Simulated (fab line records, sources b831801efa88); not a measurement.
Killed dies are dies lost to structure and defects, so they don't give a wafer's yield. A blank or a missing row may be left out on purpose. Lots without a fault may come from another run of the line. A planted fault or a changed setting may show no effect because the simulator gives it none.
Problem report in the 8D (eight disciplines) form, filled by code | flow sky130 | the parts of the form that need people (team, actions taken, sign-off) are left out

1. THE PROBLEM
LDD_P_TW at SKY_LDD_P_TW_MEAS_11 reads a mean of 579.1 on 6 wafers of 2 lots; wafers without a fault read 637.8 with a standard deviation of 3. That is -20 standard deviations from the usual mean.
First seen on wafer L844.1, day 20 03:25, on film_metro-04. The record holds 39 wafers of 13 lots with a number at this step. Rule for "out", or "out of limits": more than 4 standard deviations from the usual mean. The other wafers with a number count as sound.

2. WHAT IT IS AND WHAT IT IS NOT
question                    | is                           | is not
which readings at this step | LDD_P_TW                     | -
which lots                  | L844, L845                   | L841, L843, L847, L854, L855, L857, L858, L859, L862, L863, L864
which wafers of those lots  | all that have a number       | -
read on which gauges        | film_metro-03, film_metro-04 | film_metro-01
when                        | from day 20 03:25            | up to then (6 sound wafers); but 27 sound wafers of L847, L854, L855, L857, L858, L859, L862, L863, L864 came after

3. SUSPECTS, AND WHAT RULES EACH OUT
Counting: a tool at a process step up to the reading stays a suspect if it ran every lot that is out and no sound lot after the first of them.
- the gauge at SKY_LDD_P_TW_MEAS_11: ruled out. The wafers that are out were read on 2 gauges (film_metro-03, film_metro-04).
- implanter-03 at SKY_LDD_P_IMPLANT_09: ruled out as a lasting fault. Sound lots L854, L864 ran on it after its first lot that is out, L844 (day 20 03:10).
Left after counting: nothing in the record.

4. THE CAUSE (what the simulator had put in)
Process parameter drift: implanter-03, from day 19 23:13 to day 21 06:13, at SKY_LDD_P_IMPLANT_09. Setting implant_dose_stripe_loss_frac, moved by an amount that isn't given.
Counting ruled it out, wrongly: the rule takes a fault to strike every lot that its tool runs from its start on, and this one did not.

5. THE CHAIN OF EFFECTS, in route order
Each row: a reading whose mean over the struck wafers that have a number lies more than 3 standard deviations from the usual. Only readings for which the record gives a usual standard deviation are gone through. hours: the time from each lot's start at the first step in this table that gives one to its start at this step, as a median over the lots. sigmas: the change in usual standard deviations.
hours | step                 | reading  | usual | on struck wafers | change | sigmas
0     | SKY_LDD_P_TW_MEAS_11 | LDD_P_TW | 637.8 | 579.1            | -58.7  | -20
Later measuring or inspecting steps at which every struck wafer that the step has a row for has a number for every such reading, and none has moved that far: SKY_LDD_HVN_OVL_MEAS_07.

6. WHAT WOULD HAVE CAUGHT IT SOONER
In this record the first reading out of limits at a measuring or inspecting step was taken at day 20 03:25, 4 hours after the fault began at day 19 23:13.
Of the tool readings at SKY_LDD_P_IMPLANT_09 for which the record gives a usual standard deviation, none was out on any struck wafer, so an alarm limit of 4 standard deviations on them would not have fired.
